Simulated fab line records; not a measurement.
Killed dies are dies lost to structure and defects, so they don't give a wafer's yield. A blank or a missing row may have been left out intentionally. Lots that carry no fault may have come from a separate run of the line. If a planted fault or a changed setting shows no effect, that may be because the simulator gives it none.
A struck lot beside a sound one + flow sky130 + 14 steps out of a route of 708
Sound: the wafers L554.1, L554.5, L554.6. Wafers L565.2, L565.5, L565.6 were the ones struck. Last of all comes the cause.
Each step with rows lists, per side, the tool, then ch with its chambers, then its first start. Under that, the readings that differ: sound wafers + struck wafers + difference of the means + sigmas: that difference in standard deviations of wafers without a fault.
alike: readings with means less than 2 such deviations apart, plus words and numbers identical on both sides. not compared: withheld readings, readings lacking a value on some wafer, bounds such as >300 that could conceal the same value, and numbers that have no deviation in the record and whose values overlap.
The two part at a step that has a row with sigmas, a row that says differs or no value, or rows on one side only. Numbers that don't overlap but have no deviation are shown without sigmas and don't part them. A reading that every wafer of one side lacks parts them only if that side has two wafers or more.

SKY_NWELL_RS_MEAS_29: measurement is done with a four-point probe.
  sound on film-metro-02, day 7 07:57; struck on film-metro-01, day 10 05:28
| reading           | sound             | struck            | difference | sigmas |
|-------------------|-------------------|-------------------|------------|--------|
| NWELL_RS (ohm/sq) | 626.8 627.8 628.2 | 622.0 623.7 622.6 | -4.8       | -3     |
SKY_NWELL_RS_MEAS_31: measurement is done with a four-point probe.
  sound on film-metro-02, day 7 08:11; struck on film-metro-01, day 10 05:43
  alike: PWDE_RS
then, 7 steps without rows for these wafers: SKY_VT_ADJUST_HVTP_DEHYDRATE_00 (time 60 s); SKY_VT_ADJUST_HVTP_HMDS_01 (prime time 60 s); SKY_VT_ADJUST_HVTP_COAT_02 (resist thk 1140 nm); SKY_VT_ADJUST_HVTP_SOFTBAKE_03 (time 60 s); SKY_VT_ADJUST_HVTP_EXPOSE_04 (exposes mask HVTPM, target cd 380 nm); SKY_VT_ADJUST_HVTP_PEB_05; SKY_VT_ADJUST_HVTP_DEVELOP_06 (develop time 60 s).
SKY_VT_ADJUST_HVTP_CD_MEAS_07: target cd 380 nm.
  sound on cd-sem-02, day 8 04:07; struck on cd-sem-02, day 11 05:11
| reading    | sound             | struck            | difference | sigmas |
|------------|-------------------|-------------------|------------|--------|
| cd-nm (nm) | 376.6 373.8 377.3 | 381.9 380.7 381.7 | +5.5       | +2     |
SKY_VT_ADJUST_HVTP_OVL_MEAS_08:
  sound on overlay-01, day 8 04:14; struck on overlay-02, day 11 05:17
  alike: VT_ADJUST_HVTP_OVL
SKY_VT_ADJUST_HVTP_IMPLANT_09:
  sound on implanter-04 ch 0, day 8 04:16; struck on implanter-01 ch 0, day 11 05:20
| reading                   | sound                | struck               | difference | sigmas      |
|---------------------------|----------------------|----------------------|------------|-------------|
| beam-energy-keV           | 150.02 150.08 150.09 | 158.64 158.65 158.59 | +8.56      | +99 or more |
| model.implant.rp-nm (nm)  | 85.13 85.13 85.13    | 87.41 87.41 87.41    | +2.28      |             |
| model.implant.drp-nm (nm) | 33.4 33.4 33.4       | 35 35 35             | +2         |             |
SKY_VT_ADJUST_HVTP_STRIP_10: strips in O2/N2.
  sound on plasma-asher-02 ch 0,1, day 8 04:25; struck on plasma-asher-02 ch 0,1, day 11 05:28
  alike: chamber-pressure-mTorr, drypump-motor-current-A, oes-product-au, strip-time-to-endpoint-s
  not compared: rf-hours-counter-h
-- here the record skips 39 days between the struck wafers' starts before and after, leaving off in module VT_ADJUST_HVTP and picking up in module PAD_OPEN (first step shown: number 708 of the route) --
SKY_PAD_OPEN_PROBE_99:
  sound on prober-02, day 47 16:55; struck on prober-02, day 50 06:40
| reading                                    | sound                | struck               | difference | sigmas |
|--------------------------------------------|----------------------|----------------------|------------|--------|
| killed_at_M0_to_M3                         | 59 53 55             | 46 28 45             | -16        | -2     |
| model.etest.tip-p.rs-ohm-sq                | 6845 6817 6802       | 6705 6658 6722       | -126       |        |
| model.etest.pfet_01v8_mvt.drive-ua-um      | 155 154 155.4        | 162.3 158.3 158.6    | +4.9       |        |
| model.etest.pfet_01v8_hvt.drive-ua-um      | 147 142.9 147.2      | 155 148.1 149.6      | +5         |        |
| model.etest.pfet_01v8_mvt.off-log10-a-um   | -10.47 -10.51 -10.35 | -9.789 -9.857 -9.689 | +0.665     |        |
| model.etest.pfet_01v8.off-log10-a-um       | -9.613 -9.709 -9.391 | -9.048 -9.11 -8.866  | +0.563     |        |
| model.etest.sram-pfet-latch.off-log10-a-um | -12.56 -12.61 -12.63 | -12.1 -12.53 -12.35  | +0.3       |        |
| model.etest.pfet_01v8_hvt.off-log10-a-um   | -13.06 -13.16 -12.98 | -12.58 -12.87 -12.8  | +0.32      |        |
  alike: killed_at_M4_up, killed-at-contacts, killed-at-front-end, killed-at-other, killed-dies, killed-on-rim, killed-open, killed-short
  not compared: model.etest.pfet_01v8.drive-ua-um

== WHERE THEY PART ==
Last at SKY_PAD_OPEN_PROBE_99 as far as this record goes, first at SKY_NWELL_RS_MEAS_29.

WHY: whatever the simulator had introduced
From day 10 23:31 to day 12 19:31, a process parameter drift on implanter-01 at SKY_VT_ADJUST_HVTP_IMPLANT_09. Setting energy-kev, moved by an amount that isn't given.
